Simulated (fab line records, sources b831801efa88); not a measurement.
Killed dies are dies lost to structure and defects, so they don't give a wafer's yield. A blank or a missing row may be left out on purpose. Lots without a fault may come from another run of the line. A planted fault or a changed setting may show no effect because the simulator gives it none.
fab line records | flow sky130
record lots=7 wafers=21 last_day=49
route steps=708 shown POLY_CUT@312 SD_P@320 PAD_OPEN@708
lots that met no fault: from a run of the same line without faults
start_h: hours from the record's first day to the start of the lot's first wafer shown | wait_h: hours since the lot's step before | " the same as in the row above | L1.1+2: a row that stands for several wafers | - no value, or no start given | * or withheld: withheld | < > ~ a bound
route shown NAME@n: a module of which the file shows steps, and the number in the route of the first | usual: mean/standard deviation of fault-free wafers | same: alike in all rows | chamber/n: place in a boat | sites: the reading at each site | _std_site: their standard deviation | _edge_site: outer sites' mean less inner sites' | radius_mm: how far each site lies from the wafer's centre | mask NAME#n: copy n | behind: the tool/chamber that last shaped the wafer | hold: why the lot was held/for how many hours/how that ended | device: the transistor (n, p or np) that didn't switch | end of line: the same wafers' tests at the end of the route | a step without rows: its recipe alone | killed: dies lost to structure and defects at the first sort, not the wafer's yield | map: a wafer's dies, x killed, . not, _ none there
set.NAME: the setting as run; set.NAME@STEP: as run at that earlier step | model.NAME: the simulator's own value behind a step, which no gauge read
lots at some steps of the route; a table a step, a row a wafer
services: from which hour (start_h, from the record's first day; less than 0 if before it) a tool's chamber was out of use, for how many hours, and why
## steps
# step SKY_POLY_CUT_EXPOSE_05
# recipe mask_id=NPCM na=0.8 source_shape=annular sigma_inner=0.55 sigma_outer=0.85 target_cd_nm=270 dose_mj=32
# step SKY_POLY_CUT_PEB_06
# recipe peb_temp_c=withheld peb_time_s=withheld resist=KrF-thick
# step SKY_POLY_CUT_DEVELOP_07
# recipe develop_time_s=60 resist=KrF-thick dev_temp_c=21
# step SKY_POLY_CUT_CD_MEAS_08
# recipe target_cd_nm=270
# usual cd_nm=269.8/1.7
# columns lot.wafer tool chamber start_h wait_h cd_nm
L339.1 cd_sem-01 - 557.78 - 268.2
L339.2 " - " " 267.7
L339.5 " - " " 268.1
L347.1 cd_sem-01 - 626.79 - 270.7
L347.5 " - " " 269.9
L347.6 " - " " 269.4
L348.2 cd_sem-02 - 631.02 - 270.5
L348.3 " - " " 270.7
L348.5 " - " " 269.4
L349.1 cd_sem-02 - 640.15 - 269.8
L349.4 " - " " 267.5
L349.6 " - " " 269.3
L350.2 cd_sem-01 - 651.57 - 268.5
L350.4 " - " " 268.6
L350.5 " - " " 268.5
L351.1 cd_sem-01 - 659.98 - 268.6
L351.2 " - " " 270.0
L351.6 " - " " 268.4
L358.2 cd_sem-01 - 713.10 - 273.1
L358.5 " - " " 272.5
L358.6 " - " " 273.5
# step SKY_POLY_CUT_OVL_MEAS_09
# usual POLY_CUT_OVL=-3/5.9
# columns lot.wafer tool chamber start_h wait_h POLY_CUT_OVL[nm]
L339.1 overlay-02 - 557.90 0.1 -10
L339.2 " - " " -8
L339.5 " - " " -6
L347.1 overlay-02 - 626.91 0.1 -3
L347.5 " - " " -4
L347.6 " - " " -7
L348.2 overlay-01 - 631.13 0.1 2
L348.3 " - " " -9
L348.5 " - " " -4
L349.1 overlay-01 - 640.27 0.1 8
L349.4 " - " " -2
L349.6 " - " " 0
L350.2 overlay-01 - 651.68 0.1 -1
L350.4 " - " " -3
L350.5 " - " " 1
L351.1 overlay-02 - 660.10 0.1 0
L351.2 " - " " 6
L351.6 " - " " 7
L358.2 overlay-01 - 713.21 0.1 -1
L358.5 " - " " -5
L358.6 " - " " 4
# step SKY_POLY_CUT_ETCH_10
# recipe chemistry=N2/H2 target=BARC ion_energy_ev=200 source_w=500 bias_w=100 pressure_mtorr=30 n2_flow_sccm=100 h2_flow_sccm=200 stop_on=SiO2 time_s=45.9 target_depth_a=600
# usual drypump_motor_current_A=5.8/0.38 oes_product_au=0.855/0.0043 throttle_valve_pct=13.225/0.0093
# columns lot.wafer tool chamber start_h wait_h drypump_motor_current_A oes_product_au rf_hours_counter_h throttle_valve_pct
L339.1 rie_diel-02 1 557.94 0.0 6.2 0.858 59 13.229
L339.2 " 0 " " 6.1 0.853 60 13.217
L339.5 " 2 " " 5.4 0.854 - 13.216
L347.1 rie_diel-02 0 626.94 0.0 6.1 0.855 61 13.237
L347.5 " 3 " " 6.4 0.853 - 13.233
L347.6 " 0 " " 6.1 0.859 - 13.233
L348.2 rie_diel-04 2 631.16 0.0 5.4 0.850 11 13.219
L348.3 " 1 " " 4.9 0.862 9 13.231
L348.5 " 2 " " 5.4 0.852 - 13.236
L349.1 rie_diel-01 1 640.31 0.0 6.0 0.866 9 13.208
L349.4 " 0 " " 5.6 0.857 7 13.243
L349.6 " 3 " " 5.9 0.859 - 13.217
L350.2 rie_diel-02 3 651.71 0.0 6.4 0.847 40 13.204
L350.4 " 2 " " 5.4 0.852 - 13.220
L350.5 " 1 " " 6.2 0.850 - 13.240
L351.1 rie_diel-02 2 660.14 0.0 5.4 0.862 51 13.234
L351.2 " 3 " " 6.4 0.854 40 13.222
L351.6 " 2 " " 5.4 0.857 - 13.221
L358.2 rie_diel-02 3 713.24 0.0 6.4 0.855 41 13.219
L358.5 " 0 " " 6.1 0.851 - 13.214
L358.6 " 3 " " 6.4 0.857 - 13.232
# step SKY_POLY_CUT_ETCH_11
# recipe target=Si3N4 chemistry=CF4/CH2F2/Ar stop_on=poly-Si source_w=600 bias_w=150 pressure_mtorr=40 cf4_flow_sccm=40 ch2f2_flow_sccm=20 Ar_flow_sccm=150 time_s=42.5 target_depth_a=600
# usual ch2f2_flow_sccm=20.00/0.064 drypump_motor_current_A=5.8/0.38 oes_product_au=0.831/0.0064 throttle_valve_pct=14.996/0.009
# columns lot.wafer tool chamber start_h wait_h ch2f2_flow_sccm drypump_motor_current_A oes_product_au rf_hours_counter_h throttle_valve_pct
L339.1 rie_diel-02 1 557.98 0.0 19.99 6.2 0.835 59 15.000
L339.2 " 0 " " 20.00 6.1 0.820 60 14.997
L339.5 " 2 " " 19.99 5.4 0.835 - 15.009
L347.1 rie_diel-02 0 626.98 0.0 19.93 6.1 0.836 61 14.994
L347.5 " 3 " " 19.95 6.4 0.837 - 15.015
L347.6 " 0 " " 19.97 6.1 0.830 - 15.007
L348.2 rie_diel-04 2 631.20 0.0 19.90 5.4 0.834 11 15.005
L348.3 " 1 " " 19.84 4.9 0.832 9 14.990
L348.5 " 2 " " 19.96 5.4 0.827 - 14.987
L349.1 rie_diel-01 1 640.35 0.0 19.94 6.0 0.823 9 14.988
L349.4 " 0 " " 19.98 5.6 0.829 7 14.986
L349.6 " 3 " " 20.01 5.9 0.830 - 15.008
L350.2 rie_diel-02 3 651.75 0.0 20.00 6.4 0.837 40 14.994
L350.4 " 2 " " 19.98 5.4 0.832 - 15.001
L350.5 " 1 " " 20.11 6.2 0.819 - 15.003
L351.1 rie_diel-02 2 660.18 0.0 19.84 5.4 0.846 51 15.001
L351.2 " 3 " " 20.02 6.4 0.838 40 14.998
L351.6 " 2 " " 19.89 5.4 0.833 - 14.977
L358.2 rie_diel-02 3 713.28 0.0 19.99 6.4 0.830 41 15.011
L358.5 " 0 " " 20.12 6.1 0.825 - 15.001
L358.6 " 3 " " 20.02 6.4 0.828 - 15.000
# step SKY_POLY_CUT_STRIP_12
# recipe chemistry=O2/N2 power_w=1400 pressure_mtorr=1500 platen_temp_c=withheld o2_flow_sccm=3000 n2_flow_sccm=300 overash_fraction=0.5
# usual drypump_motor_current_A=5.7/0.43 oes_product_au=0.452/0.0042 strip_time_to_endpoint_s=5.357/0.016
# columns lot.wafer tool chamber start_h wait_h drypump_motor_current_A oes_product_au rf_hours_counter_h strip_time_to_endpoint_s
L339.1 plasma_asher-03 0 558.02 0.0 5.7 0.448 75 5.385
L339.2 " 1 " " 5.6 0.453 75 5.353
L339.5 " 1 " " 5.6 0.463 - 5.357
L347.1 plasma_asher-03 0 627.02 0.0 5.7 0.449 82 5.337
L347.5 " 0 " " 5.7 0.447 - 5.340
L347.6 " 1 " " 5.6 0.445 - 5.354
L348.2 plasma_asher-01 1 631.24 0.0 6.2 0.458 51 5.353
L348.3 " 1 " " 6.1 0.453 - 5.365
L348.5 " 1 " " 6.1 0.457 - 5.371
L349.1 plasma_asher-02 0 640.39 0.0 6.2 0.453 93 5.341
L349.4 " 1 " " 5.1 0.454 - 5.349
L349.6 " 0 " " 6.2 0.457 - 5.359
L350.2 plasma_asher-03 0 651.79 0.0 5.7 0.445 84 5.365
L350.4 " 1 " " 5.6 0.450 - 5.384
L350.5 " 0 " " 5.7 0.454 - 5.363
L351.1 plasma_asher-02 1 660.22 0.0 5.1 0.452 95 5.376
L351.2 " 0 " " 6.2 0.449 95 5.384
L351.6 " 0 " " 6.3 0.449 - 5.335
L358.2 plasma_asher-03 1 713.32 0.0 5.6 0.446 91 5.335
L358.5 " 1 " " 5.6 0.452 - 5.364
L358.6 " 0 " " 5.7 0.451 - 5.363
# step SKY_SD_P_DEHYDRATE_00
# recipe temp_c=200 time_s=60
# step SKY_SD_P_HMDS_01
# recipe prime_time_s=60 prime_temp_c=120
# step SKY_SD_P_COAT_02
# recipe resist=NOVOLAK spin_rpm=3000 resist_thk_nm=1140
# step SKY_SD_P_SOFTBAKE_03
# recipe temp_c=90 time_s=60 resist=NOVOLAK
# step SKY_SD_P_EXPOSE_04
# recipe mask_id=PSDM na=0.6 source_shape=conventional sigma_outer=0.6 polarization=unpolarized target_cd_nm=380 dose_mj=138
# columns lot.wafer tool chamber start_h wait_h mask model.SD_P.overlay_x_nm
L339.1+2+5 iline_stepper-01 0 572.96 - PSDM#0 -0.4184
L347.1+5+6 iline_stepper-02 0 642.88 - PSDM#0 0.358
L348.2+3+5 iline_stepper-01 0 646.12 - PSDM#0 2.939
L349.1+4+6 iline_stepper-02 0 654.56 - PSDM#0 -53.34
L350.2+4+5 iline_stepper-02 0 666.40 - PSDM#0 -52.45
L351.1+2+6 iline_stepper-02 0 675.40 - PSDM#0 -51.36
L358.2+5+6 iline_stepper-01 0 727.78 - PSDM#0 2.375
# step SKY_SD_P_PEB_05
# recipe temp_c=withheld time_s=* resist=NOVOLAK
# step SKY_SD_P_DEVELOP_06
# recipe resist=NOVOLAK developer=TMAH develop_time_s=60 dev_temp_c=23
# step SKY_SD_P_CD_MEAS_07
# recipe target_cd_nm=380
# usual cd_nm=380.5/2.4
# columns lot.wafer tool chamber start_h wait_h cd_nm
L339.1 cd_sem-01 - 587.10 0.1 379.4
L339.2 " - " " 379.4
L339.5 " - " " 378.3
L347.1 cd_sem-02 - 656.45 0.1 382.3
L347.5 " - " " 382.6
L347.6 " - " " 379.1
L348.2 cd_sem-02 - 659.76 0.2 383.7
L348.3 " - " " 381.1
L348.5 " - " " 381.9
L349.1 cd_sem-02 - 669.11 0.1 383.9
L349.4 " - " " 382.6
L349.6 " - " " 384.6
L350.2 cd_sem-02 - 680.22 0.1 380.4
L350.4 " - " " 381.7
L350.5 " - " " 382.4
L351.1 cd_sem-01 - 688.65 0.1 379.0
L351.2 " - " " 380.8
L351.6 " - " " 380.4
L358.2 cd_sem-02 - 741.22 0.1 380.2
L358.5 " - " " 377.1
L358.6 " - " " 381.3
# step SKY_SD_P_OVL_MEAS_08
# usual SD_P_OVL=-0.2/1.4
# columns lot.wafer tool chamber start_h wait_h SD_P_OVL[nm]
L339.1 overlay-01 - 587.22 0.1 1.2
L339.2 " - " " 0.0
L339.5 " - " " 0.2
L347.1 overlay-01 - 656.57 0.1 1.1
L347.5 " - " " -0.3
L347.6 " - " " 0.7
L348.2 overlay-01 - 659.87 0.1 2.6
L348.3 " - " " 1.6
L348.5 " - " " 2.7
L349.1 overlay-01 - 669.23 0.1 -52.8
L349.4 " - " " -53.5
L349.6 " - " " -53.4
L350.2 overlay-01 - 680.33 0.1 -51.4
L350.4 " - " " -53.2
L350.5 " - " " -52.5
L351.1 overlay-02 - 688.77 0.1 -51.5
L351.2 " - " " -51.6
L351.6 " - " " -52.3
L358.2 overlay-02 - 741.33 0.1 1.7
L358.5 " - " " 0.4
L358.6 " - " " 1.5
# step SKY_SD_P_IMPLANT_09
# recipe species=BF2 energy_kev=20 dose_cm2=3e+15 tilt_deg=0
# step SKY_PAD_OPEN_PROBE_99
# usual killed_at_M0_to_M3=43/6.5 killed_at_M4_up=3.1/1.8 killed_at_contacts=24/5.6 killed_at_front_end=15/4.2 killed_at_other=0.3/0.5 killed_dies=86/8.9 killed_open=47/6.9 killed_short=39/5.9
# same gross_dies=492 killed_at_back_side=0
# columns lot.wafer tool chamber start_h wait_h killed_at_M0_to_M3 killed_at_M4_up killed_at_contacts killed_at_front_end killed_at_other killed_dies killed_open killed_short
L339.1 prober-01 - 1073.52 0.1 51 6 20 11 0 88 49 39
L339.2 prober-01 - 1073.57 0.1 52 6 13 24 0 95 57 38
L339.5 prober-01 - 1073.72 0.2 43 6 26 20 0 95 52 43
L348.2 prober-01 - 1126.09 0.1 37 6 16 15 0 74 37 37
L348.5 prober-01 - 1126.24 0.2 43 4 18 14 1 80 45 35
L349.1 prober-02 - 1129.39 0.1 39 1 19 17 0 76 42 34
L349.4 prober-02 - 1129.54 0.2 42 4 21 19 0 86 41 45
L349.6 prober-02 - 1129.64 0.2 39 7 23 16 1 86 45 41
L350.2 prober-01 - 1136.65 0.1 51 3 30 17 0 101 53 48
L350.4 prober-01 - 1136.75 0.2 36 1 26 21 1 85 45 40
L350.5 prober-01 - 1136.80 0.2 49 1 21 13 0 84 47 37
L351.1 prober-02 - 1145.28 0.1 33 5 24 19 1 82 46 36
# killed by level:class
L339.1 VIA1:geometric_particle:open=12 METAL1:geometric_particle:short=11 VIA2:geometric_particle:open=7 LI_CONTACT:geometric_particle:open=5 CONTACT:geometric_particle:open=5 VIA1:geometric_particle:short=5 METAL4:geometric_particle:short=5 SPACER:geometric_particle:open=4
L339.2 VIA1:geometric_particle:open=13 VIA2:geometric_particle:open=8 FIELD_ISO:geometric_particle:open=7 VIA3:geometric_particle:open=7 VIA3:geometric_particle:short=5 METAL2:geometric_particle:short=5 METAL4:geometric_particle:short=5 FIELD_ISO:geometric_particle:short=4
L339.5 FIELD_ISO:geometric_particle:open=7 LI_CONTACT:geometric_particle:open=7 VIA1:geometric_particle:open=7 VIA3:geometric_particle:short=6 LOCAL_INTERCONNECT:geometric_particle:short=6 CONTACT:geometric_particle:open=6 METAL1:geometric_particle:short=6 METAL2:geometric_particle:short=6
L348.2 VIA1:geometric_particle:open=12 CONTACT:geometric_particle:open=6 FIELD_ISO:geometric_particle:short=5 LI_CONTACT:geometric_particle:open=5 VIA1:geometric_particle:short=5 VIA3:geometric_particle:open=5 METAL4:geometric_particle:short=5 METAL3:geometric_particle:short=4
L348.5 VIA1:geometric_particle:open=11 VIA2:geometric_particle:open=9 FIELD_ISO:geometric_particle:short=8 CONTACT:geometric_particle:open=7 LI_CONTACT:geometric_particle:open=6 METAL3:geometric_particle:short=5 METAL2:geometric_particle:short=4 FIELD_ISO:geometric_particle:open=3
L349.1 VIA1:geometric_particle:open=12 FIELD_ISO:geometric_particle:short=7 METAL2:geometric_particle:short=7 LI_CONTACT:geometric_particle:open=6 CONTACT:geometric_particle:open=6 VIA3:geometric_particle:open=6 POLY_GATE:geometric_particle:open=4 VIA3:geometric_particle:short=3
L349.4 METAL1:geometric_particle:short=9 CONTACT:geometric_particle:open=7 VIA1:geometric_particle:open=7 FIELD_ISO:geometric_particle:open=6 METAL2:geometric_particle:short=6 LI_CONTACT:geometric_particle:short=5 FIELD_ISO:geometric_particle:short=4 LOCAL_INTERCONNECT:geometric_particle:short=4
L349.6 CONTACT:geometric_particle:open=11 VIA3:geometric_particle:open=8 FIELD_ISO:geometric_particle:short=7 VIA1:geometric_particle:open=7 METAL2:geometric_particle:short=5 METAL4:geometric_particle:short=5 FIELD_ISO:geometric_particle:open=4 LI_CONTACT:geometric_particle:short=4
L350.2 CONTACT:geometric_particle:open=16 POLY_GATE:geometric_particle:open=9 VIA2:geometric_particle:short=9 VIA1:geometric_particle:short=7 VIA3:geometric_particle:open=7 LI_CONTACT:geometric_particle:short=6 METAL2:geometric_particle:short=6 VIA2:geometric_particle:open=6
L350.4 VIA2:geometric_particle:open=11 CONTACT:geometric_particle:open=6 CONTACT:geometric_particle:short=5 POLY_GATE:geometric_particle:short=5 POLY_GATE:geometric_particle:open=5 LI_CONTACT:geometric_particle:open=5 LOCAL_INTERCONNECT:geometric_particle:short=5 FIELD_ISO:geometric_particle:open=4
L350.5 CONTACT:geometric_particle:open=13 VIA1:geometric_particle:open=13 VIA2:geometric_particle:open=8 METAL1:geometric_particle:short=7 METAL2:geometric_particle:short=6 VIA2:geometric_particle:short=5 POLY_GATE:geometric_particle:open=4 POLY_GATE:geometric_particle:short=4
L351.1 VIA1:geometric_particle:open=9 CONTACT:geometric_particle:open=9 METAL2:geometric_particle:short=7 FIELD_ISO:geometric_particle:open=6 VIA3:geometric_particle:open=6 FIELD_ISO:geometric_particle:short=5 LI_CONTACT:geometric_particle:open=5 POLY_GATE:geometric_particle:open=4
## services
# columns tool chamber start_h hours kind
rie_diel-04 2 535.93 11.7 repair
rie_diel-01 1 543.09 2.5 repair
rie_diel-04 2 549.98 9.6 repair
rie_diel-04 1 552.43 8.3 repair
iline_stepper-01 - 559.31 1.7 pm
plasma_asher-03 - 571.94 4.1 repair
plasma_asher-03 - 584.82 1.6 repair
iline_stepper-01 - 586.00 3.8 repair
plasma_asher-02 - 618.76 0.7 repair
rie_diel-02 0 620.46 4.4 repair
plasma_asher-03 - 621.27 2.5 repair
iline_stepper-02 - 644.69 1.2 repair
iline_stepper-02 - 645.99 6.8 repair
rie_diel-01 - 648.67 0.6 repair
rie_diel-04 1 649.29 3.6 repair
rie_diel-02 1 653.04 5.7 repair
rie_diel-04 3 659.07 3.4 repair
rie_diel-04 1 665.35 6.5 repair
iline_stepper-02 - 668.61 4.4 pm
iline_stepper-02 - 689.86 1.7 pm
plasma_asher-03 - 690.31 0.4 repair
iline_stepper-02 - 693.10 2.7 repair
rie_diel-02 2 701.54 5.8 repair
rie_diel-02 3 708.49 2.4 repair
## key
first_sign step=SKY_SD_P_OVL_MEAS_08 reading=SD_P_OVL direction=down sigmas=37 usual=-0.2 struck=-52.5
effect none on later readings
model_effect step=SKY_SD_P_EXPOSE_04 value=SD_P.overlay_x_nm without=-0.5602 struck=-52.38
met_at SKY_SD_P_EXPOSE_04
struck_wafers L349.1,L349.4,L349.6,L350.2,L350.4,L350.5,L351.1,L351.2,L351.6
tester_left_out L349,L350,L351
onset_between 642.88 654.56
fault kind=scanner_matching_overlay tool=iline_stepper-02 chamber=- onset_h=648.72 steps=SKY_SD_P_EXPOSE_04 offset=-51.823
# tester_left_out: of these lots the tester's yield and bins aren't shown, on N5 and GAA mostly nor the transistor test; their killed dies are dies lost to structure and defects alone, not to doping, threshold or leakage, so they don't give the yield
